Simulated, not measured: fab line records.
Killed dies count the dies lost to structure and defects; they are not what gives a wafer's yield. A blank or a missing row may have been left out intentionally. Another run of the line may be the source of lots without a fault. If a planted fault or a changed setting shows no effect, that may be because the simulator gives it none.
fab line records ; flow sky130 ; part 1 of 2: steps 1 to 25 of 36
[record] lots = 5; wafers = 15; last_day = 49
route steps=708 shown VT_ADJUST_LVTN@107 VT_ADJUST_NCORE@119 VT_ADJUST_HVTR@131
lots that met no fault: taken from a fault-free run of the same line
start_h: hours from the record's first day to the start of the lot's first wafer shown ; wait_h: how many hours have passed since the lot's step before this one ; " repeats the value in the row above ; L1.1+2: several wafers, shown together as one row ; - no value present, or no start provided ; * or withheld: withheld ; < > ~ a bound
route shown NAME@n: names a module that has steps shown in the file, with the first one's number in the route ; usual: mean and standard deviation over wafers with no fault ; same: alike in all rows ; chamber/n: place in a boat ; sites: readings site by site ; _std_site: standard deviation across them ; _edge_site: mean of outer sites minus mean of inner sites ; radius_mm: how far each site lies from the wafer's centre ; mask NAME#n: copy n ; behind: the tool/chamber that last shaped the wafer ; hold: cause of the lot's hold/its duration in hours/its outcome ; device: names the non-switching transistor (n, p or np) ; end of line: at the end of the route, the tests of the same wafers ; where a step has no rows: the recipe by itself ; killed: the dies lost at the first sort to structure and to defects; this is not the yield of the wafer ; map: the dies of a wafer, with x for killed, . for not killed, _ for no die there
set.NAME: the run value of the setting; set.NAME@STEP: its run value at that earlier step ; model.NAME: the simulator's own value behind a step, which no gauge read
a table for each step, a row for each wafer; lots at some steps of the route
services: when a tool's chamber went out of use (start_h, in hours from the record's first day, below 0 if earlier), for how many hours, and the reason
[[steps]]
[step SKY_VT_ADJUST_LVTN_TW_MEAS_10]
[usual] VT_ADJUST_LVTN_TW = 239.6/1.5
lot.wafer;tool;chamber;start_h;wait_h;VT_ADJUST_LVTN_TW
L075.1;film_metro-03;-;153.86;0.1;240.1
L075.2;film_metro-03;-;153.86;0.1;239.7
L075.4;film_metro-03;-;153.86;0.1;239.9
L078.2;film_metro-03;-;169.59;0.1;239.7
L078.4;film_metro-03;-;169.59;0.1;238.4
L078.5;film_metro-03;-;169.59;0.1;239.4
L086.2;film_metro-02;-;222.37;0.1;237.9
L086.3;film_metro-02;-;222.37;0.1;237.4
L086.4;film_metro-02;-;222.37;0.1;238.4
L088.2;film_metro-03;-;235.62;0.1;241.4
L088.3;film_metro-03;-;235.62;0.1;240.2
L088.4;film_metro-03;-;235.62;0.1;239.8
L092.1;film_metro-03;-;259.31;0.1;240.8
L092.3;film_metro-03;-;259.31;0.1;239.8
L092.4;film_metro-03;-;259.31;0.1;238.1
[step SKY_VT_ADJUST_LVTN_DEHYDRATE_11]
[recipe] temp_c = 200; time_s = 60
[usual] exhaust_pa = 44.9/0.93; heater_power_total_W = 160.38/0.12
lot.wafer;tool;chamber;start_h;wait_h;exhaust_pa;heater_power_total_W
L075.1;litho_track-01;0;162.97;9.1;45.0;160.24
L075.2;litho_track-01;0;162.97;9.1;44.8;160.45
L075.4;litho_track-01;0;162.97;9.1;44.6;160.31
L078.2;litho_track-01;0;179.05;9.5;44.3;160.34
L078.4;litho_track-01;0;179.05;9.5;42.9;160.54
L078.5;litho_track-01;0;179.05;9.5;42.9;160.45
L086.2;litho_track-01;0;233.40;11.0;45.4;160.28
L086.3;litho_track-01;0;233.40;11.0;44.6;160.26
L086.4;litho_track-01;0;233.40;11.0;44.4;160.27
L088.2;litho_track-01;0;246.10;10.5;43.6;160.41
L088.3;litho_track-01;0;246.10;10.5;43.8;160.46
L088.4;litho_track-01;0;246.10;10.5;43.2;160.33
L092.1;litho_track-01;0;269.92;10.6;46.3;160.36
L092.3;litho_track-01;0;269.92;10.6;45.7;160.37
L092.4;litho_track-01;0;269.92;10.6;45.5;160.43
[step SKY_VT_ADJUST_LVTN_HMDS_12]
[recipe] prime_time_s = 60; prime_temp_c = 120
[usual] exhaust_pa = 45.1/0.88; prime_temp_c = 119.97/0.13
lot.wafer;tool;chamber;start_h;wait_h;exhaust_pa;prime_temp_c
L075.1;litho_track-01;0;163.12;0.1;45.4;119.85
L075.2;litho_track-01;0;163.12;0.1;45.8;119.98
L075.4;litho_track-01;0;163.12;0.1;45.2;120.07
L078.2;litho_track-01;0;179.20;0.1;46.6;119.82
L078.4;litho_track-01;0;179.20;0.1;45.2;119.97
L078.5;litho_track-01;0;179.20;0.1;45.0;119.80
L086.2;litho_track-01;0;233.55;0.1;44.7;120.04
L086.3;litho_track-01;0;233.55;0.1;45.3;120.10
L086.4;litho_track-01;0;233.55;0.1;45.2;120.09
L088.2;litho_track-01;0;246.25;0.1;44.5;119.91
L088.3;litho_track-01;0;246.25;0.1;45.2;119.96
L088.4;litho_track-01;0;246.25;0.1;45.3;119.84
L092.1;litho_track-01;0;270.07;0.1;43.5;119.88
L092.3;litho_track-01;0;270.07;0.1;44.2;120.13
L092.4;litho_track-01;0;270.07;0.1;45.4;120.22
[step SKY_VT_ADJUST_LVTN_COAT_13]
[recipe] resist = NOVOLAK; spin_rpm = 3000; resist_thk_nm = 1140
[usual] exhaust_pa = 44.8/0.77
lot.wafer;tool;chamber;start_h;wait_h;exhaust_pa
L075.1;litho_track-01;0;163.27;0.1;45.2
L075.2;litho_track-01;0;163.27;0.1;43.9
L075.4;litho_track-01;0;163.27;0.1;46.0
L078.2;litho_track-01;0;179.35;0.1;45.7
L078.4;litho_track-01;0;179.35;0.1;45.8
L078.5;litho_track-01;0;179.35;0.1;45.9
L086.2;litho_track-01;0;233.70;0.1;43.6
L086.3;litho_track-01;0;233.70;0.1;44.7
L086.4;litho_track-01;0;233.70;0.1;43.6
L088.2;litho_track-01;0;246.40;0.1;45.4
L088.3;litho_track-01;0;246.40;0.1;43.8
L088.4;litho_track-01;0;246.40;0.1;45.8
L092.1;litho_track-01;0;270.22;0.1;45.2
L092.3;litho_track-01;0;270.22;0.1;43.9
L092.4;litho_track-01;0;270.22;0.1;44.9
[step SKY_VT_ADJUST_LVTN_SOFTBAKE_14]
[recipe] temp_c = 90; time_s = 60; resist = NOVOLAK
[usual] exhaust_pa = 45.1/0.91; heater_power_total_W = 56.59/0.044
lot.wafer;tool;chamber;start_h;wait_h;exhaust_pa;heater_power_total_W
L075.1;litho_track-01;0;163.42;0.1;45.2;56.59
L075.2;litho_track-01;0;163.42;0.1;45.5;56.62
L075.4;litho_track-01;0;163.42;0.1;45.3;56.63
L078.2;litho_track-01;0;179.50;0.1;45.2;56.59
L078.4;litho_track-01;0;179.50;0.1;45.2;56.73
L078.5;litho_track-01;0;179.50;0.1;46.1;56.68
L086.2;litho_track-01;0;233.85;0.1;45.6;56.58
L086.3;litho_track-01;0;233.85;0.1;45.7;56.63
L086.4;litho_track-01;0;233.85;0.1;45.6;56.61
L088.2;litho_track-01;0;246.55;0.1;44.9;56.56
L088.3;litho_track-01;0;246.55;0.1;44.3;56.63
L088.4;litho_track-01;0;246.55;0.1;44.5;56.58
L092.1;litho_track-01;0;270.37;0.1;43.8;56.54
L092.3;litho_track-01;0;270.37;0.1;45.7;56.63
L092.4;litho_track-01;0;270.37;0.1;44.2;56.63
[step SKY_VT_ADJUST_LVTN_EXPOSE_15]
[recipe] mask_id = HVN_STD_DERIVED; na = 0.6; source_shape = conventional; sigma_outer = 0.6; polarization = unpolarized; target_cd_nm = 600; dose_mj = 163
lot.wafer;tool;chamber;start_h;wait_h;mask
L075.1+2+4;iline_stepper-02;0;-;-;HVN_STD_DERIVED#0
L078.2+4+5;iline_stepper-01;0;-;-;HVN_STD_DERIVED#0
L086.2+3+4;iline_stepper-01;0;-;-;HVN_STD_DERIVED#0
L088.2+3+4;iline_stepper-02;0;-;-;HVN_STD_DERIVED#0
L092.1+3+4;iline_stepper-01;0;-;-;HVN_STD_DERIVED#0
[step SKY_VT_ADJUST_LVTN_PEB_16]
[recipe] temp_c = withheld; time_s = *; resist = NOVOLAK
[usual] exhaust_pa = 44.8/0.85
lot.wafer;tool;chamber;start_h;wait_h;exhaust_pa
L075.1;litho_track-04;0;-;-;45.2
L075.2;litho_track-04;0;-;-;44.6
L075.4;litho_track-04;0;-;-;43.1
L078.2;litho_track-03;0;-;-;44.4
L078.4;litho_track-03;0;-;-;44.8
L078.5;litho_track-03;0;-;-;44.4
L086.2;litho_track-01;0;-;-;44.0
L086.3;litho_track-01;0;-;-;44.2
L086.4;litho_track-01;0;-;-;44.5
L088.2;litho_track-04;0;-;-;45.9
L088.3;litho_track-04;0;-;-;45.1
L088.4;litho_track-04;0;-;-;44.3
L092.1;litho_track-04;0;-;-;45.8
L092.3;litho_track-04;0;-;-;45.6
L092.4;litho_track-04;0;-;-;46.5
[step SKY_VT_ADJUST_LVTN_DEVELOP_17]
[recipe] resist = NOVOLAK; developer = TMAH; develop_time_s = 60; dev_temp_c = 23
[usual] exhaust_pa = 44.9/0.86
lot.wafer;tool;chamber;start_h;wait_h;exhaust_pa
L075.1;litho_track-04;0;174.04;0.1;43.6
L075.2;litho_track-04;0;174.04;0.1;44.3
L075.4;litho_track-04;0;174.04;0.1;45.6
L078.2;litho_track-03;0;190.05;0.1;44.7
L078.4;litho_track-03;0;190.05;0.1;45.0
L078.5;litho_track-03;0;190.05;0.1;46.4
L086.2;litho_track-01;0;244.70;0.1;45.7
L086.3;litho_track-01;0;244.70;0.1;45.8
L086.4;litho_track-01;0;244.70;0.1;45.1
L088.2;litho_track-04;0;257.62;0.1;45.1
L088.3;litho_track-04;0;257.62;0.1;44.8
L088.4;litho_track-04;0;257.62;0.1;45.8
L092.1;litho_track-04;0;282.09;0.1;46.0
L092.3;litho_track-04;0;282.09;0.1;43.9
L092.4;litho_track-04;0;282.09;0.1;44.6
[step SKY_VT_ADJUST_LVTN_OVL_MEAS_18]
[usual] VT_ADJUST_LVTN_01_OVL = 1.2/1.3
lot.wafer;tool;chamber;start_h;wait_h;VT_ADJUST_LVTN_01_OVL[nm]
L075.1;overlay-02;-;174.19;0.1;0.2
L075.2;overlay-02;-;174.19;0.1;1.9
L075.4;overlay-02;-;174.19;0.1;2.3
L078.2;overlay-02;-;190.18;0.1;1.4
L078.4;overlay-02;-;190.18;0.1;1.2
L078.5;overlay-02;-;190.18;0.1;2.8
L086.2;overlay-02;-;244.83;0.1;0.9
L086.3;overlay-02;-;244.83;0.1;1.2
L086.4;overlay-02;-;244.83;0.1;2.5
L088.2;overlay-02;-;257.75;0.1;1.2
L088.3;overlay-02;-;257.75;0.1;1.1
L088.4;overlay-02;-;257.75;0.1;2.2
L092.1;overlay-02;-;282.24;0.1;-1.3
L092.3;overlay-02;-;282.24;0.1;-1.9
L092.4;overlay-02;-;282.24;0.1;-0.2
[step SKY_VT_ADJUST_LVTN_IMPLANT_19]
[recipe] species = B; energy_kev = 30; dose_cm2 = 6.5e+11; tilt_deg = withheld
lot.wafer;tool;chamber;start_h;wait_h
L075.1+2+4;implanter-04;0;174.23;0.0
L078.2+4+5;implanter-04;0;190.24;0.0
L086.2+3+4;implanter-01;0;244.88;0.0
L088.2+3+4;implanter-04;0;257.80;0.0
L092.1+3+4;implanter-03;0;282.28;0.0
[step SKY_VT_ADJUST_LVTN_STRIP_20]
[recipe] chemistry = O2/N2; power_w = 1400; pressure_mtorr = 1500; platen_temp_c = withheld; o2_flow_sccm = 3000; n2_flow_sccm = 300; overash_fraction = 0.5
[usual] drypump_motor_current_A = 5.9/0.4; oes_product_au = 0.716/0.004; strip_time_to_endpoint_s = 14.17/0.037
lot.wafer;tool;chamber;start_h;wait_h;drypump_motor_current_A;oes_product_au;rf_hours_counter_h;strip_time_to_endpoint_s
L075.1;plasma_asher-04;1;174.38;0.1;6.3;0.715;50;14.17
L075.2;plasma_asher-04;0;174.38;0.1;5.4;0.715;50;14.21
L075.4;plasma_asher-04;0;174.38;0.1;5.3;0.716;-;14.21
L078.2;plasma_asher-04;0;190.36;0.1;5.3;0.720;52;14.20
L078.4;plasma_asher-04;0;190.36;0.1;5.4;0.715;-;14.21
L078.5;plasma_asher-04;1;190.36;0.1;6.3;0.715;-;14.17
L086.2;plasma_asher-01;0;245.01;0.1;6.1;0.705;12;14.21
L086.3;plasma_asher-01;0;245.01;0.1;6.1;0.719;-;14.18
L086.4;plasma_asher-01;1;245.01;0.1;5.5;0.720;-;14.19
L088.2;plasma_asher-03;1;257.93;0.1;5.8;0.708;40;14.19
L088.3;plasma_asher-03;0;257.93;0.1;6.3;0.713;-;14.20
L088.4;plasma_asher-03;1;257.93;0.1;5.8;0.721;-;14.14
L092.1;plasma_asher-01;1;282.43;0.1;5.4;0.718;16;14.14
L092.3;plasma_asher-01;0;282.43;0.1;6.1;0.712;-;14.13
L092.4;plasma_asher-01;1;282.43;0.1;5.4;0.717;-;14.16
[step SKY_VT_ADJUST_LVTN_TW_MEAS_21]
[usual] VT_ADJUST_LVTN_2_TW = 186.9/1.3
lot.wafer;tool;chamber;start_h;wait_h;VT_ADJUST_LVTN_2_TW
L075.1;film_metro-03;-;174.48;0.1;185.8
L075.2;film_metro-03;-;174.48;0.1;185.9
L075.4;film_metro-03;-;174.48;0.1;186.2
L078.2;film_metro-01;-;190.47;0.1;186.8
L078.4;film_metro-01;-;190.47;0.1;188.1
L078.5;film_metro-01;-;190.47;0.1;187.5
L086.2;film_metro-03;-;245.12;0.1;186.6
L086.3;film_metro-03;-;245.12;0.1;185.9
L086.4;film_metro-03;-;245.12;0.1;187.2
L088.2;film_metro-01;-;258.04;0.1;188.1
L088.3;film_metro-01;-;258.04;0.1;187.2
L088.4;film_metro-01;-;258.04;0.1;186.8
L092.1;film_metro-01;-;282.53;0.1;188.2
L092.3;film_metro-01;-;282.53;0.1;188.9
L092.4;film_metro-01;-;282.53;0.1;187.4
[step SKY_VT_ADJUST_NCORE_DEHYDRATE_00]
[recipe] temp_c = 200; time_s = 60
[usual] exhaust_pa = 45.0/0.88; heater_power_total_W = 160.38/0.12
lot.wafer;tool;chamber;start_h;wait_h;exhaust_pa;heater_power_total_W
L075.1;litho_track-04;0;183.64;9.2;44.9;160.19
L075.2;litho_track-04;0;183.64;9.2;45.2;160.36
L075.4;litho_track-04;0;183.64;9.2;44.3;160.45
L078.2;litho_track-03;0;200.75;10.3;45.2;160.32
L078.4;litho_track-03;0;200.75;10.3;44.9;160.57
L078.5;litho_track-03;0;200.75;10.3;45.3;160.37
L086.2;litho_track-03;0;256.25;11.1;45.2;160.40
L086.3;litho_track-03;0;256.25;11.1;45.6;160.31
L086.4;litho_track-03;0;256.25;11.1;45.5;160.46
L088.2;litho_track-02;0;268.83;10.8;46.0;160.42
L088.3;litho_track-02;0;268.83;10.8;46.1;160.39
L088.4;litho_track-02;0;268.83;10.8;45.4;160.22
L092.1;litho_track-04;0;294.39;11.9;47.2;160.27
L092.3;litho_track-04;0;294.39;11.9;44.5;160.30
L092.4;litho_track-04;0;294.39;11.9;45.5;160.24
[step SKY_VT_ADJUST_NCORE_HMDS_01]
[recipe] prime_time_s = 60; prime_temp_c = 120
[usual] exhaust_pa = 44.9/0.91; prime_temp_c = 120.02/0.13
lot.wafer;tool;chamber;start_h;wait_h;exhaust_pa;prime_temp_c
L075.1;litho_track-04;0;183.79;0.1;45.7;119.87
L075.2;litho_track-04;0;183.79;0.1;47.4;119.82
L075.4;litho_track-04;0;183.79;0.1;46.3;119.89
L078.2;litho_track-03;0;200.90;0.1;44.3;120.08
L078.4;litho_track-03;0;200.90;0.1;45.5;119.82
L078.5;litho_track-03;0;200.90;0.1;45.7;119.96
L086.2;litho_track-03;0;256.40;0.1;45.3;119.97
L086.3;litho_track-03;0;256.40;0.1;44.3;119.99
L086.4;litho_track-03;0;256.40;0.1;44.9;119.87
L088.2;litho_track-02;0;268.98;0.1;44.3;120.33
L088.3;litho_track-02;0;268.98;0.1;45.6;120.19
L088.4;litho_track-02;0;268.98;0.1;44.9;120.12
L092.1;litho_track-04;0;294.54;0.1;43.4;120.04
L092.3;litho_track-04;0;294.54;0.1;45.1;119.98
L092.4;litho_track-04;0;294.54;0.1;44.8;120.02
[step SKY_VT_ADJUST_NCORE_COAT_02]
[recipe] resist = NOVOLAK; spin_rpm = 3000; resist_thk_nm = 1140
[usual] exhaust_pa = 44.8/0.92
lot.wafer;tool;chamber;start_h;wait_h;exhaust_pa
L075.1;litho_track-04;0;183.94;0.1;45.0
L075.2;litho_track-04;0;183.94;0.1;44.7
L075.4;litho_track-04;0;183.94;0.1;46.3
L078.2;litho_track-03;0;201.05;0.1;44.4
L078.4;litho_track-03;0;201.05;0.1;43.2
L078.5;litho_track-03;0;201.05;0.1;45.2
L086.2;litho_track-03;0;256.55;0.1;43.2
L086.3;litho_track-03;0;256.55;0.1;44.6
L086.4;litho_track-03;0;256.55;0.1;43.1
L088.2;litho_track-02;0;269.13;0.1;45.1
L088.3;litho_track-02;0;269.13;0.1;45.4
L088.4;litho_track-02;0;269.13;0.1;44.7
L092.1;litho_track-04;0;294.69;0.1;44.9
L092.3;litho_track-04;0;294.69;0.1;43.0
L092.4;litho_track-04;0;294.69;0.1;43.5
[step SKY_VT_ADJUST_NCORE_SOFTBAKE_03]
[recipe] temp_c = 90; time_s = 60; resist = NOVOLAK
[usual] exhaust_pa = 45.1/0.87; heater_power_total_W = 56.60/0.041
lot.wafer;tool;chamber;start_h;wait_h;exhaust_pa;heater_power_total_W
L075.1;litho_track-04;0;184.09;0.1;45.2;56.55
L075.2;litho_track-04;0;184.09;0.1;45.8;56.58
L075.4;litho_track-04;0;184.09;0.1;46.8;56.58
L078.2;litho_track-03;0;201.20;0.1;45.1;56.65
L078.4;litho_track-03;0;201.20;0.1;45.3;56.58
L078.5;litho_track-03;0;201.20;0.1;45.9;56.58
L086.2;litho_track-03;0;256.70;0.1;45.3;56.64
L086.3;litho_track-03;0;256.70;0.1;46.2;56.63
L086.4;litho_track-03;0;256.70;0.1;45.6;56.58
L088.2;litho_track-02;0;269.28;0.1;45.4;56.60
L088.3;litho_track-02;0;269.28;0.1;45.0;56.59
L088.4;litho_track-02;0;269.28;0.1;45.8;56.69
L092.1;litho_track-04;0;294.84;0.1;47.1;56.64
L092.3;litho_track-04;0;294.84;0.1;47.1;56.66
L092.4;litho_track-04;0;294.84;0.1;45.9;56.61
[step SKY_VT_ADJUST_NCORE_EXPOSE_04]
[recipe] mask_id = LVTN_COMPLEMENT_THIN; na = 0.6; source_shape = conventional; sigma_outer = 0.6; polarization = unpolarized; target_cd_nm = 380; dose_mj = 139
lot.wafer;tool;chamber;start_h;wait_h;mask
L075.1+2+4;iline_stepper-02;0;-;-;LVTN_COMPLEMENT_THIN#0
L078.2+4+5;iline_stepper-02;0;-;-;LVTN_COMPLEMENT_THIN#0
L086.2+3+4;iline_stepper-01;0;-;-;LVTN_COMPLEMENT_THIN#0
L088.2+3+4;iline_stepper-01;0;-;-;LVTN_COMPLEMENT_THIN#0
L092.1+3+4;iline_stepper-02;0;-;-;LVTN_COMPLEMENT_THIN#0
[step SKY_VT_ADJUST_NCORE_PEB_05]
[recipe] temp_c = withheld; time_s = *; resist = NOVOLAK
[usual] exhaust_pa = 45.0/0.87
lot.wafer;tool;chamber;start_h;wait_h;exhaust_pa
L075.1;litho_track-02;0;-;-;44.1
L075.2;litho_track-02;0;-;-;45.4
L075.4;litho_track-02;0;-;-;44.6
L078.2;litho_track-04;0;-;-;45.2
L078.4;litho_track-04;0;-;-;45.3
L078.5;litho_track-04;0;-;-;45.9
L086.2;litho_track-03;0;-;-;45.0
L086.3;litho_track-03;0;-;-;46.0
L086.4;litho_track-03;0;-;-;44.7
L088.2;litho_track-04;0;-;-;45.5
L088.3;litho_track-04;0;-;-;45.3
L088.4;litho_track-04;0;-;-;46.3
L092.1;litho_track-04;0;-;-;44.9
L092.3;litho_track-04;0;-;-;44.7
L092.4;litho_track-04;0;-;-;45.0
[step SKY_VT_ADJUST_NCORE_DEVELOP_06]
[recipe] resist = NOVOLAK; developer = TMAH; develop_time_s = 60; dev_temp_c = 24.01
[usual] exhaust_pa = 44.8/0.89
lot.wafer;tool;chamber;start_h;wait_h;exhaust_pa
L075.1;litho_track-02;0;194.26;0.1;45.3
L075.2;litho_track-02;0;194.26;0.1;45.0
L075.4;litho_track-02;0;194.26;0.1;45.0
L078.2;litho_track-04;0;211.92;0.1;46.0
L078.4;litho_track-04;0;211.92;0.1;45.8
L078.5;litho_track-04;0;211.92;0.1;46.4
L086.2;litho_track-03;0;267.70;0.1;45.1
L086.3;litho_track-03;0;267.70;0.1;43.7
L086.4;litho_track-03;0;267.70;0.1;44.2
L088.2;litho_track-04;0;280.87;0.1;43.5
L088.3;litho_track-04;0;280.87;0.1;45.1
L088.4;litho_track-04;0;280.87;0.1;44.5
L092.1;litho_track-04;0;306.94;0.1;44.9
L092.3;litho_track-04;0;306.94;0.1;45.0
L092.4;litho_track-04;0;306.94;0.1;45.6
[step SKY_VT_ADJUST_NCORE_CD_MEAS_07]
[recipe] target_cd_nm = 380
[usual] cd_nm = 380.6/2.9
lot.wafer;tool;chamber;start_h;wait_h;cd_nm
L075.1;cd_sem-02;-;194.41;0.1;379.0
L075.2;cd_sem-02;-;194.41;0.1;380.1
L075.4;cd_sem-02;-;194.41;0.1;379.2
L078.2;cd_sem-01;-;212.06;0.1;379.8
L078.4;cd_sem-01;-;212.06;0.1;379.1
L078.5;cd_sem-01;-;212.06;0.1;379.3
L086.2;cd_sem-02;-;267.85;0.1;383.6
L086.3;cd_sem-02;-;267.85;0.1;383.3
L086.4;cd_sem-02;-;267.85;0.1;385.0
L088.2;cd_sem-02;-;281.01;0.1;382.4
L088.3;cd_sem-02;-;281.01;0.1;383.5
L088.4;cd_sem-02;-;281.01;0.1;382.3
L092.1;cd_sem-02;-;307.09;0.1;383.3
L092.3;cd_sem-02;-;307.09;0.1;385.1
L092.4;cd_sem-02;-;307.09;0.1;384.8
[step SKY_VT_ADJUST_NCORE_OVL_MEAS_08]
[usual] VT_ADJUST_NCORE_OVL = 0.0/1.5
lot.wafer;tool;chamber;start_h;wait_h;VT_ADJUST_NCORE_OVL[nm]
L075.1;overlay-01;-;194.53;0.1;1.1
L075.2;overlay-01;-;194.53;0.1;0.2
L075.4;overlay-01;-;194.53;0.1;2.1
L078.2;overlay-01;-;212.17;0.1;-2.5
L078.4;overlay-01;-;212.17;0.1;0.8
L078.5;overlay-01;-;212.17;0.1;0.3
L086.2;overlay-01;-;267.95;0.1;-3.1
L086.3;overlay-01;-;267.95;0.1;-2.7
L086.4;overlay-01;-;267.95;0.1;-3.0
L088.2;overlay-01;-;281.12;0.1;-1.3
L088.3;overlay-01;-;281.12;0.1;-2.4
L088.4;overlay-01;-;281.12;0.1;-1.3
L092.1;overlay-02;-;307.21;0.1;0.5
L092.3;overlay-02;-;307.21;0.1;0.1
L092.4;overlay-02;-;307.21;0.1;0.2
[step SKY_VT_ADJUST_NCORE_IMPLANT_09]
[recipe] species = B; energy_kev = 10; dose_cm2 = 2.4e+12; tilt_deg = withheld
lot.wafer;tool;chamber;start_h;wait_h
L075.1+2+4;implanter-01;0;194.56;0.0
L078.2+4+5;implanter-04;0;212.22;0.0
L086.2+3+4;implanter-04;0;268.01;0.0
L088.2+3+4;implanter-02;0;281.17;0.0
L092.1+3+4;implanter-04;0;307.25;0.0
[step SKY_VT_ADJUST_NCORE_STRIP_10]
[recipe] chemistry = O2/N2; power_w = 1400; pressure_mtorr = 1500; platen_temp_c = withheld; o2_flow_sccm = 3000; n2_flow_sccm = 300; overash_fraction = 0.5
[usual] drypump_motor_current_A = 5.9/0.4; oes_product_au = 0.715/0.0049; strip_time_to_endpoint_s = 14.16/0.041
lot.wafer;tool;chamber;start_h;wait_h;drypump_motor_current_A;oes_product_au;rf_hours_counter_h;strip_time_to_endpoint_s
L075.1;plasma_asher-01;1;194.71;0.1;5.4;0.703;7;14.18
L075.2;plasma_asher-01;0;194.71;0.1;6.1;0.711;7;14.15
L075.4;plasma_asher-01;0;194.71;0.1;6.1;0.719;-;14.14
L078.2;plasma_asher-02;1;212.35;0.1;6.0;0.719;51;14.23
L078.4;plasma_asher-02;0;212.35;0.1;5.9;0.715;-;14.20
L078.5;plasma_asher-02;1;212.35;0.1;6.0;0.717;-;14.20
L086.2;plasma_asher-02;0;268.13;0.1;6.0;0.713;56;14.15
L086.3;plasma_asher-02;0;268.13;0.1;6.0;0.710;-;14.20
L086.4;plasma_asher-02;1;268.13;0.1;6.0;0.718;-;14.15
L088.2;plasma_asher-01;1;281.30;0.1;5.4;0.719;16;14.21
L088.3;plasma_asher-01;0;281.30;0.1;6.1;0.715;-;14.20
L088.4;plasma_asher-01;1;281.30;0.1;5.4;0.718;-;14.19
L092.1;plasma_asher-04;0;307.40;0.1;5.4;0.712;64;14.20
L092.3;plasma_asher-04;1;307.40;0.1;6.3;0.706;-;14.20
L092.4;plasma_asher-04;0;307.40;0.1;5.4;0.717;-;14.20
[step SKY_VT_ADJUST_NCORE_TW_MEAS_11]
[usual] VT_ADJUST_NCORE_TW = 217.5/1.7
lot.wafer;tool;chamber;start_h;wait_h;VT_ADJUST_NCORE_TW
L075.1;film_metro-01;-;194.81;0.1;220.5
L075.2;film_metro-01;-;194.81;0.1;220.2
L075.4;film_metro-01;-;194.81;0.1;218.7
L078.2;film_metro-01;-;212.46;0.1;221.4
L078.4;film_metro-01;-;212.46;0.1;220.0
L078.5;film_metro-01;-;212.46;0.1;220.3
L086.2;film_metro-02;-;268.24;0.1;216.1
L086.3;film_metro-02;-;268.24;0.1;215.0
L086.4;film_metro-02;-;268.24;0.1;215.9
L088.2;film_metro-04;-;281.41;0.1;218.8
L088.3;film_metro-04;-;281.41;0.1;218.3
L088.4;film_metro-04;-;281.41;0.1;219.0
L092.1;film_metro-04;-;307.50;0.1;216.3
L092.3;film_metro-04;-;307.50;0.1;216.7
L092.4;film_metro-04;-;307.50;0.1;215.6
[step SKY_VT_ADJUST_HVTR_DEHYDRATE_00]
[recipe] temp_c = 200; time_s = 60
[usual] exhaust_pa = 45.0/0.94; heater_power_total_W = 160.37/0.12
lot.wafer;tool;chamber;start_h;wait_h;exhaust_pa;heater_power_total_W
L075.1;litho_track-02;0;205.46;10.6;44.6;160.22
L075.2;litho_track-02;0;205.46;10.6;44.8;160.51
L075.4;litho_track-02;0;205.46;10.6;45.5;160.51
L078.2;litho_track-02;0;223.28;10.8;45.2;160.16
L078.4;litho_track-02;0;223.28;10.8;46.0;160.32
L078.5;litho_track-02;0;223.28;10.8;46.4;160.39
L086.2;litho_track-04;0;279.42;11.2;43.4;160.26
L086.3;litho_track-04;0;279.42;11.2;42.9;160.44
L086.4;litho_track-04;0;279.42;11.2;45.4;160.32
L088.2;litho_track-01;0;292.75;11.3;44.7;160.51
L088.3;litho_track-01;0;292.75;11.3;45.3;160.38
L088.4;litho_track-01;0;292.75;11.3;45.1;160.15
L092.1;litho_track-02;0;319.96;12.5;45.4;160.34
L092.3;litho_track-02;0;319.96;12.5;45.4;160.53
L092.4;litho_track-02;0;319.96;12.5;44.6;160.20
